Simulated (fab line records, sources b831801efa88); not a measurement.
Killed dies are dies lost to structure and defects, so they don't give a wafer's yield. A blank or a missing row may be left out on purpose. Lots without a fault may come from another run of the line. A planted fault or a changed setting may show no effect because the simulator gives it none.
Chamber matching | flow sfq_line | SFQ_TRILAYER_I0_CMP_CMP_028 on cmp-01: 4 sister chambers
The step polishes SiO2. 4 wafers are shown with their chamber, then 8 later ones without.

WAFERS WITH THEIR CHAMBER
wafer  | chamber | time_to_endpoint_s (s)
L622.4 | 0       | 214
L630.1 | 2       | 219
L630.5 | 1       | 232
L631.1 | 3       | 215

WAFERS WITHOUT THEIR CHAMBER
wafer  | time_to_endpoint_s (s)
L631.2 | 202
L631.6 | 217
L636.2 | 210
L636.3 | 219
L636.4 | 213
L637.1 | 210
L637.2 | 214
L637.3 | 220

WHICH CHAMBER EACH WENT THROUGH
wafer  | from the rows above          | in truth
L631.2 | can't be placed: 0 or 3 or 2 | 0
L631.6 | can't be placed: 2 or 3 or 0 | 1
L636.2 | can't be placed: 0 or 3 or 2 | 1
L636.3 | can't be placed: 2 or 3 or 0 | 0
L636.4 | can't be placed: 0 or 3 or 2 | 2
L637.1 | can't be placed: 0 or 3 or 2 | 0
L637.2 | can't be placed: 0 or 3 or 2 | 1
L637.3 | can't be placed: 2 or 3 or 0 | 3
Placed correctly: 0 of 8. Can't be placed from these rows: 8 (the true chamber is among the candidates in 5). Placed wrongly: 0.
How it was worked out, from the rows above alone: a wafer's distance from a chamber is the root of the sum, over the readings, of the square of ((its reading less the chamber's mean) divided by the reading's scatter). The wafer belongs to the nearest chamber; if the next one is less than 2 further off, it can't be placed. A chamber's mean is the mean of its shown wafers. The scatter: with one shown wafer a chamber, the root of the mean of the squares of how far each hidden wafer lies from its nearest shown one.
